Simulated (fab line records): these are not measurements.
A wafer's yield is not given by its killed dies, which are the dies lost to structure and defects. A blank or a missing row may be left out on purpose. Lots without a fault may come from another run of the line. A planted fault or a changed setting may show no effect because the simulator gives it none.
Which of the tools did it? :: flow sky130 :: 72 wafers from 24 lots sampled at 6 of the route's 708 steps

WHAT THE GAUGES SHOWED, per wafer
SKY_METAL1_CD_MEAS_15 targets a cd of 140 nm. Usual: 139.8 nm for cd nm, sd 1.6.
lot: L074
measured: day 32 09:40
on: cd sem-02
cd nm (nm): 141.1 141.9 140.9
flag: 

lot: L075
measured: day 32 11:46
on: cd sem-01
cd nm (nm): 137.2 136.6 139.3
flag: 

lot: L076
measured: day 33 05:41
on: cd sem-02
cd nm (nm): 137.5 138.0 139.3
flag: 

lot: L077
measured: day 33 08:58
on: cd sem-02
cd nm (nm): 140.9 141.1 140.7
flag: 

lot: L078
measured: day 33 20:53
on: cd sem-02
cd nm (nm): 138.9 138.4 139.7
flag: 

lot: L079
measured: day 34 16:32
on: cd sem-02
cd nm (nm): 140.3 140.1 138.8
flag: 

lot: L080
measured: day 34 23:05
on: cd sem-01
cd nm (nm): 138.7 140.8 139.6
flag: 

lot: L081
measured: day 35 03:35
on: cd sem-01
cd nm (nm): 141.4 141.5 141.4
flag: 

lot: L082
measured: day 35 17:23
on: cd sem-01
cd nm (nm): 141.2 140.3 140.8
flag: 

lot: L083
measured: day 35 22:14
on: cd sem-01
cd nm (nm): 138.6 137.5 138.3
flag: 

lot: L085
measured: day 36 18:16
on: cd sem-02
cd nm (nm): 141.6 142.5 142.2
flag: 

lot: L084
measured: day 36 21:55
on: cd sem-01
cd nm (nm): 140.4 139.5 140.5
flag: 

lot: L087
measured: day 37 09:08
on: cd sem-01
cd nm (nm): 138.3 138.6 139.5
flag: 

lot: L086
measured: day 37 09:19
on: cd sem-02
cd nm (nm): 142.2 142.4 141.6
flag: 

lot: L088
measured: day 37 15:20
on: cd sem-01
cd nm (nm): 141.1 141.6 140.7
flag: 

lot: L090
measured: day 37 22:52
on: cd sem-02
cd nm (nm): 140.0 140.8 140.4
flag: 

lot: L089
measured: day 37 23:38
on: cd sem-01
cd nm (nm): 139.3 137.3 139.2
flag: 

lot: L091
measured: day 38 02:07
on: cd sem-01
cd nm (nm): 137.4 139.5 139.6
flag: 

lot: L093
measured: day 38 18:04
on: cd sem-02
cd nm (nm): 142.0 140.2 139.9
flag: 

lot: L092
measured: day 38 20:40
on: cd sem-01
cd nm (nm): 136.1 136.6 136.1
flag: 

lot: L094
measured: day 39 03:13
on: cd sem-01
cd nm (nm): 140.8 140.7 141.2
flag: 

lot: L095
measured: day 39 07:28
on: cd sem-01
cd nm (nm): 139.0 138.5 138.7
flag: 

lot: L096
measured: day 39 10:52
on: cd sem-02
cd nm (nm): 139.6 140.9 141.0
flag: 

lot: L097
measured: day 39 20:58
on: cd sem-02
cd nm (nm): 138.9 139.7 139.7
flag: 

SKY_VIA1_CD_MEAS_12 targets a cd of 150 nm. Usual: 149.7 nm for cd nm, sd 1.8.
lot: L074
measured: day 33 13:15
on: cd sem-02
cd nm (nm): 152.4 151.2 152.4
flag: 

lot: L075
measured: day 33 16:04
on: cd sem-01
cd nm (nm): 149.0 146.7 145.9
flag: 

lot: L076
measured: day 34 10:14
on: cd sem-02
cd nm (nm): 150.3 149.9 148.6
flag: 

lot: L077
measured: day 34 12:54
on: cd sem-01
cd nm (nm): 152.0 151.2 151.4
flag: 

lot: L078
measured: day 35 00:35
on: cd sem-02
cd nm (nm): 148.6 149.0 148.3
flag: 

lot: L079
measured: day 35 20:20
on: cd sem-01
cd nm (nm): 152.3 152.8 152.4
flag: 

lot: L080
measured: day 36 02:41
on: cd sem-01
cd nm (nm): 146.9 148.9 147.7
flag: 

lot: L081
measured: day 36 07:32
on: cd sem-01
cd nm (nm): 148.0 150.1 148.5
flag: 

lot: L082
measured: day 36 20:05
on: cd sem-02
cd nm (nm): 150.7 149.5 149.9
flag: 

lot: L083
measured: day 37 01:31
on: cd sem-01
cd nm (nm): 152.0 150.4 153.0
flag: 

lot: L085
measured: day 37 22:06
on: cd sem-02
cd nm (nm): 148.3 149.6 148.9
flag: 

lot: L084
measured: day 38 01:47
on: cd sem-02
cd nm (nm): 147.5 149.2 148.0
flag: 

lot: L087
measured: day 38 12:10
on: cd sem-02
cd nm (nm): 149.7 147.4 147.9
flag: 

lot: L086
measured: day 38 12:49
on: cd sem-02
cd nm (nm): 148.0 146.4 145.3
flag: 

lot: L088
measured: day 38 19:16
on: cd sem-02
cd nm (nm): 149.2 148.6 149.7
flag: 

lot: L090
measured: day 39 02:04
on: cd sem-01
cd nm (nm): 150.9 152.6 151.2
flag: 

lot: L089
measured: day 39 02:40
on: cd sem-02
cd nm (nm): 150.0 151.6 151.7
flag: 

lot: L091
measured: day 39 05:30
on: cd sem-01
cd nm (nm): 152.2 150.8 150.4
flag: 

lot: L093
measured: day 39 20:40
on: cd sem-01
cd nm (nm): 148.9 150.1 146.6
flag: 

lot: L092
measured: day 39 23:10
on: cd sem-02
cd nm (nm): 147.4 148.4 148.1
flag: 

lot: L094
measured: day 40 05:16
on: cd sem-01
cd nm (nm): 150.4 149.6 149.3
flag: 

lot: L095
measured: day 40 09:16
on: cd sem-01
cd nm (nm): 148.7 149.2 147.9
flag: 

lot: L096
measured: day 40 13:12
on: cd sem-02
cd nm (nm): 149.6 151.5 150.0
flag: 

lot: L097
measured: day 40 22:33
on: cd sem-01
cd nm (nm): 151.0 150.1 149.4
flag: 

SKY_CAPM_OVL_MEAS_12. Usual: CAPM_OVL gives -0.8 nm (standard deviation 1.3).
lot: L074
measured: day 37 00:37
on: overlay-02
CAPM_OVL (nm): -2.5 -1.2 -2.5
flag: 

lot: L075
measured: day 37 04:40
on: overlay-02
CAPM_OVL (nm): 1.3 1.2 0.1
flag: 

lot: L076
measured: day 37 22:01
on: overlay-01
CAPM_OVL (nm): 0.0 0.3 -0.7
flag: 

lot: L077
measured: day 38 00:49
on: overlay-02
CAPM_OVL (nm): -0.9 -0.2 -2.7
flag: 

lot: L078
measured: day 38 11:20
on: overlay-01
CAPM_OVL (nm): -0.6 -1.0 0.2
flag: 

lot: L079
measured: day 39 07:19
on: overlay-02
CAPM_OVL (nm): 0.6 0.3 -1.3
flag: 

lot: L080
measured: day 39 13:41
on: overlay-02
CAPM_OVL (nm): -1.1 -0.6 -1.9
flag: 

lot: L081
measured: day 39 17:46
on: overlay-01
CAPM_OVL (nm): -0.3 0.3 0.7
flag: 

lot: L082
measured: day 40 06:26
on: overlay-02
CAPM_OVL (nm): 0.3 -0.4 -1.1
flag: 

lot: L083
measured: day 40 10:47
on: overlay-01
CAPM_OVL (nm): -3.2 -1.7 -3.2
flag: 

lot: L085
measured: day 41 05:19
on: overlay-01
CAPM_OVL (nm): -2.5 -3.5 -0.5
flag: 

lot: L084
measured: day 41 09:29
on: overlay-01
CAPM_OVL (nm): -1.5 -0.2 -1.5
flag: 

lot: L087
measured: day 41 17:44
on: overlay-01
CAPM_OVL (nm): -1.0 -2.1 1.0
flag: 

lot: L086
measured: day 41 18:50
on: overlay-02
CAPM_OVL (nm): -2.3 0.4 -0.5
flag: 

lot: L088
measured: day 42 01:11
on: overlay-02
CAPM_OVL (nm): -0.3 -1.2 -1.8
flag: 

lot: L090
measured: day 42 07:40
on: overlay-01
CAPM_OVL (nm): -2.1 -2.9 -1.5
flag: 

lot: L089
measured: day 42 07:58
on: overlay-02
CAPM_OVL (nm): 0.5 0.0 0.5
flag: 

lot: L091
measured: day 42 10:40
on: overlay-01
CAPM_OVL (nm): -2.2 -1.0 -1.4
flag: 

lot: L093
measured: day 42 22:53
on: overlay-02
CAPM_OVL (nm): -0.2 -0.1 1.3
flag: 

lot: L092
measured: day 43 02:49
on: overlay-01
CAPM_OVL (nm): -1.5 -1.8 -2.2
flag: 

lot: L094
measured: day 43 08:32
on: overlay-02
CAPM_OVL (nm): -0.8 -1.4 -2.3
flag: 

lot: L095
measured: day 43 13:01
on: overlay-01
CAPM_OVL (nm): 0.3 -0.4 -1.0
flag: 

lot: L096
measured: day 43 15:59
on: overlay-02
CAPM_OVL (nm): 0.0 -0.3 0.7
flag: 

lot: L097
measured: day 43 23:52
on: overlay-01
CAPM_OVL (nm): 0.5 -0.7 1.0
flag: 

SKY_METAL3_OVL_MEAS_14. Usual: METAL3_OVL gives -1 nm (standard deviation 5.1).
lot: L074
measured: day 38 03:46
on: overlay-01
METAL3_OVL (nm): 3 5 3
flag: 

lot: L075
measured: day 38 07:08
on: overlay-02
METAL3_OVL (nm): 5 3 8
flag: 

lot: L076
measured: day 39 00:20
on: overlay-02
METAL3_OVL (nm): 3 5 3
flag: 

lot: L077
measured: day 39 03:07
on: overlay-02
METAL3_OVL (nm): -3 10 -1
flag: 

lot: L078
measured: day 39 13:13
on: overlay-02
METAL3_OVL (nm): 1 0 0
flag: 

lot: L079
measured: day 40 09:03
on: overlay-02
METAL3_OVL (nm): -7 7 -2
flag: 

lot: L080
measured: day 40 14:20
on: overlay-02
METAL3_OVL (nm): 4 3 -4
flag: 

lot: L081
measured: day 40 18:40
on: overlay-02
METAL3_OVL (nm): -7 -9 -7
flag: 

lot: L082
measured: day 41 06:44
on: overlay-01
METAL3_OVL (nm): -1 3 -3
flag: 

lot: L083
measured: day 41 11:38
on: overlay-02
METAL3_OVL (nm): -9 -3 -5
flag: 

lot: L085
measured: day 42 05:51
on: overlay-01
METAL3_OVL (nm): 0 -3 -2
flag: 

lot: L084
measured: day 42 09:01
on: overlay-01
METAL3_OVL (nm): -8 -6 2
flag: 

lot: L087
measured: day 42 17:34
on: overlay-02
METAL3_OVL (nm): 10 10 6
flag: 

lot: L086
measured: day 42 18:35
on: overlay-01
METAL3_OVL (nm): 3 2 -2
flag: 

lot: L088
measured: day 43 01:28
on: overlay-01
METAL3_OVL (nm): -1 -1 -4
flag: 

lot: L090
measured: day 43 06:38
on: overlay-01
METAL3_OVL (nm): -8 -8 -1
flag: 

lot: L089
measured: day 43 07:12
on: overlay-02
METAL3_OVL (nm): 3 1 11
flag: 

lot: L091
measured: day 43 10:22
on: overlay-02
METAL3_OVL (nm): 8 1 -4
flag: 

lot: L093
measured: day 43 21:56
on: overlay-01
METAL3_OVL (nm): -7 3 5
flag: 

lot: L092
measured: day 44 02:01
on: overlay-01
METAL3_OVL (nm): -3 -2 -4
flag: 

lot: L094
measured: day 44 08:05
on: overlay-01
METAL3_OVL (nm): 0 -5 0
flag: 

lot: L095
measured: day 44 12:20
on: overlay-01
METAL3_OVL (nm): 8 3 5
flag: 

lot: L096
measured: day 44 14:56
on: overlay-01
METAL3_OVL (nm): -6 -7 -9
flag: 

lot: L097
measured: day 44 22:43
on: overlay-01
METAL3_OVL (nm): 2 -2 5
flag: 

EACH LOT AND THE TOOL THAT RAN IT (in order: tool; ch and the chambers of the sampled wafers; start)
lot: L074
SKY_METAL1_DESCUM_17: rie metal-01 ch 0,1, day 32 09:49
SKY_VIA2_CMP_02: cmp-01 ch 0,1,3, day 34 18:26

lot: L075
SKY_METAL1_DESCUM_17: rie metal-04 ch 0,1, day 32 11:55
SKY_VIA2_CMP_02: cmp-01 ch 0,1,2, day 34 21:50

lot: L076
SKY_METAL1_DESCUM_17: rie metal-04 ch 0,1, day 33 05:49
SKY_VIA2_CMP_02: cmp-01 ch 0,1,2, day 35 15:41

lot: L077
SKY_METAL1_DESCUM_17: rie metal-03 ch 0,1, day 33 09:08
SKY_VIA2_CMP_02: cmp-02 ch 0,1,2, day 35 18:08

lot: L078
SKY_METAL1_DESCUM_17: rie metal-01 ch 0,1, day 33 21:02
SKY_VIA2_CMP_02: cmp-02 ch 1,2,3, day 36 05:23

lot: L079
SKY_METAL1_DESCUM_17: rie metal-01 ch 1, day 34 16:41
SKY_VIA2_CMP_02: cmp-02 ch 0,2, day 37 01:11

lot: L080
SKY_METAL1_DESCUM_17: rie metal-03 ch 0,1, day 34 23:13
SKY_VIA2_CMP_02: cmp-02 ch 0,1,2, day 37 08:00

lot: L081
SKY_METAL1_DESCUM_17: rie metal-01 ch 1, day 35 03:44
SKY_VIA2_CMP_02: cmp-01 ch 0,3, day 37 12:24

lot: L082
SKY_METAL1_DESCUM_17: rie metal-04 ch 0,1, day 35 17:32
SKY_VIA2_CMP_02: cmp-01 ch 0,1,2, day 38 01:40

lot: L083
SKY_METAL1_DESCUM_17: rie metal-01 ch 1, day 35 22:23
SKY_VIA2_CMP_02: cmp-02 ch 0,1,3, day 38 06:16

lot: L085
SKY_METAL1_DESCUM_17: rie metal-04 ch 0,1, day 36 18:26
SKY_VIA2_CMP_02: cmp-01 ch 1,2, day 39 02:32

lot: L084
SKY_METAL1_DESCUM_17: rie metal-03 ch 0,1, day 36 22:02
SKY_VIA2_CMP_02: cmp-02 ch 1,2, day 39 06:34

lot: L087
SKY_METAL1_DESCUM_17: rie metal-03 ch 0, day 37 09:17
SKY_VIA2_CMP_02: cmp-02 ch 0,1,3, day 39 16:03

lot: L086
SKY_METAL1_DESCUM_17: rie metal-01 ch 0,1, day 37 09:28
SKY_VIA2_CMP_02: cmp-02 ch 2,3, day 39 17:06

lot: L088
SKY_METAL1_DESCUM_17: rie metal-03 ch 0, day 37 15:29
SKY_VIA2_CMP_02: cmp-02 ch 0,1, day 39 23:04

lot: L090
SKY_METAL1_DESCUM_17: rie metal-03 ch 0, day 37 23:02
SKY_VIA2_CMP_02: cmp-02 ch 0,3, day 40 06:07

lot: L089
SKY_METAL1_DESCUM_17: rie metal-01 ch 0,1, day 37 23:46
SKY_VIA2_CMP_02: cmp-01 ch 1,2, day 40 06:30

lot: L091
SKY_METAL1_DESCUM_17: rie metal-01 ch 0,1, day 38 02:16
SKY_VIA2_CMP_02: cmp-01 ch 1,2,3, day 40 09:32

lot: L093
SKY_METAL1_DESCUM_17: rie metal-04 ch 0,1, day 38 18:11
SKY_VIA2_CMP_02: cmp-01 ch 0,3, day 40 23:32

lot: L092
SKY_METAL1_DESCUM_17: rie metal-01 ch 0,1, day 38 20:49
SKY_VIA2_CMP_02: cmp-01 ch 0,1,3, day 41 02:35

lot: L094
SKY_METAL1_DESCUM_17: rie metal-01 ch 0,1, day 39 03:22
SKY_VIA2_CMP_02: cmp-01 ch 0,2,3, day 41 08:01

lot: L095
SKY_METAL1_DESCUM_17: rie metal-04 ch 0,1, day 39 07:38
SKY_VIA2_CMP_02: cmp-02 ch 0,1,2, day 41 12:24

lot: L096
SKY_METAL1_DESCUM_17: rie metal-01 ch 0,1, day 39 11:01
SKY_VIA2_CMP_02: cmp-01 ch 0,1,2, day 41 15:53

lot: L097
SKY_METAL1_DESCUM_17: rie metal-01 ch 0,1, day 39 21:08
SKY_VIA2_CMP_02: cmp-01 ch 0,1,3, day 42 00:20
- SKY_METAL1_DESCUM_17: chemistry O2, time 8 s.
- SKY_VIA2_CMP_02: polishes SiO2.

AS READ BY THE TOOLS THEMSELVES (means over the sampled wafers that have a number; for cases with no such wafer, the mark the record gives instead)
SKY_METAL1_DESCUM_17. Usual: drypump motor current A 5.9 A, standard deviation 0.55; oes product au 1.002 a.u., standard deviation 0.014; temp c 40.01 C, standard deviation 0.11.
lot: L074
tool: rie metal-01
drypump motor current A (A): 6.2
oes product au (a.u.): 0.998
temp c (C): 39.94
flag: 

lot: L075
tool: rie metal-04
drypump motor current A (A): 5.4
oes product au (a.u.): 1.019
temp c (C): 40.07
flag: 

lot: L076
tool: rie metal-04
drypump motor current A (A): 5.9
oes product au (a.u.): 0.998
temp c (C): 40.14
flag: 

lot: L077
tool: rie metal-03
drypump motor current A (A): 5.3
oes product au (a.u.): 1.021
temp c (C): 39.99
flag: 

lot: L078
tool: rie metal-01
drypump motor current A (A): 6.2
oes product au (a.u.): 1.010
temp c (C): 40.00
flag: 

lot: L079
tool: rie metal-01
drypump motor current A (A): 6.2
oes product au (a.u.): 1.000
temp c (C): 40.00
flag: 

lot: L080
tool: rie metal-03
drypump motor current A (A): 5.4
oes product au (a.u.): 0.996
temp c (C): 40.00
flag: 

lot: L081
tool: rie metal-01
drypump motor current A (A): 6.3
oes product au (a.u.): 0.991
temp c (C): 40.04
flag: 

lot: L082
tool: rie metal-04
drypump motor current A (A): 5.9
oes product au (a.u.): 1.005
temp c (C): 40.06
flag: 

lot: L083
tool: rie metal-01
drypump motor current A (A): 6.3
oes product au (a.u.): 0.995
temp c (C): 40.00
flag: 

lot: L085
tool: rie metal-04
drypump motor current A (A): 5.9
oes product au (a.u.): 1.010
temp c (C): 40.07
flag: 

lot: L084
tool: rie metal-03
drypump motor current A (A): 5.2
oes product au (a.u.): 1.003
temp c (C): 39.99
flag: 

lot: L087
tool: rie metal-03
drypump motor current A (A): 5.5
oes product au (a.u.): 0.982
temp c (C): 39.97
flag: 

lot: L086
tool: rie metal-01
drypump motor current A (A): 6.2
oes product au (a.u.): 1.003
temp c (C): 40.08
flag: 

lot: L088
tool: rie metal-03
drypump motor current A (A): 5.5
oes product au (a.u.): 0.997
temp c (C): 39.95
flag: 

lot: L090
tool: rie metal-03
drypump motor current A (A): 5.5
oes product au (a.u.): 0.979
temp c (C): 39.92
flag: 

lot: L089
tool: rie metal-01
drypump motor current A (A): 6.2
oes product au (a.u.): 0.997
temp c (C): 39.95
flag: 

lot: L091
tool: rie metal-01
drypump motor current A (A): 6.3
oes product au (a.u.): 1.006
temp c (C): 39.95
flag: 

lot: L093
tool: rie metal-04
drypump motor current A (A): 5.4
oes product au (a.u.): 1.005
temp c (C): 39.92
flag: 

lot: L092
tool: rie metal-01
drypump motor current A (A): 6.2
oes product au (a.u.): 0.997
temp c (C): 39.98
flag: 

lot: L094
tool: rie metal-01
drypump motor current A (A): 6.2
oes product au (a.u.): 0.998
temp c (C): 40.02
flag: 

lot: L095
tool: rie metal-04
drypump motor current A (A): 5.9
oes product au (a.u.): 1.011
temp c (C): 39.92
flag: 

lot: L096
tool: rie metal-01
drypump motor current A (A): 6.3
oes product au (a.u.): 1.000
temp c (C): 39.92
flag: 

lot: L097
tool: rie metal-01
drypump motor current A (A): 6.3
oes product au (a.u.): 0.986
temp c (C): 39.96
flag: 

SKY_VIA2_CMP_02. Usual: 11.5 A for motor current A, sd 1.1.
lot: L074
tool: cmp-01
motor current A (A): 11.7
flag: 

lot: L075
tool: cmp-01
motor current A (A): 12.5
flag: 

lot: L076
tool: cmp-01
motor current A (A): 12.2
flag: 

lot: L077
tool: cmp-02
motor current A (A): 10.9
flag: 

lot: L078
tool: cmp-02
motor current A (A): 11.2
flag: 

lot: L079
tool: cmp-02
motor current A (A): 10.5
flag: 

lot: L080
tool: cmp-02
motor current A (A): 11.0
flag: 

lot: L081
tool: cmp-01
motor current A (A): 10.9
flag: 

lot: L082
tool: cmp-01
motor current A (A): 12.4
flag: 

lot: L083
tool: cmp-02
motor current A (A): 11.1
flag: 

lot: L085
tool: cmp-01
motor current A (A): 12.9
flag: 

lot: L084
tool: cmp-02
motor current A (A): 11.3
flag: 

lot: L087
tool: cmp-02
motor current A (A): 11.2
flag: 

lot: L086
tool: cmp-02
motor current A (A): 10.2
flag: 

lot: L088
tool: cmp-02
motor current A (A): 11.2
flag: 

lot: L090
tool: cmp-02
motor current A (A): 10.9
flag: 

lot: L089
tool: cmp-01
motor current A (A): 13.2
flag: 

lot: L091
tool: cmp-01
motor current A (A): 12.7
flag: 

lot: L093
tool: cmp-01
motor current A (A): 11.2
flag: 

lot: L092
tool: cmp-01
motor current A (A): 11.8
flag: 

lot: L094
tool: cmp-01
motor current A (A): 11.7
flag: 

lot: L095
tool: cmp-02
motor current A (A): 11.1
flag: 

lot: L096
tool: cmp-01
motor current A (A): 12.2
flag: 

lot: L097
tool: cmp-01
motor current A (A): 11.3
flag: 

THE ANSWER, worked out from the rows above alone
Rule: take the mean of a lot's wafers that have a number; if it is more than 3 standard deviations from the usual mean, the lot is off. A lot without any number at a reading at which 4 lots or more have one is off too. Where the step has rows for the other lots, those lots are counted as sound. After the gauges, taken in route order, come the tools' own readings; for these a lot's mean is taken, as printed above. The first step at which some lot is off is used, and at that step the reading that is off furthest; a lot without a number counts as furthest.
No lot is off on any of the readings shown, so nothing can be concluded from this.

WHAT HAD BEEN PUT IN BY THE SIMULATOR
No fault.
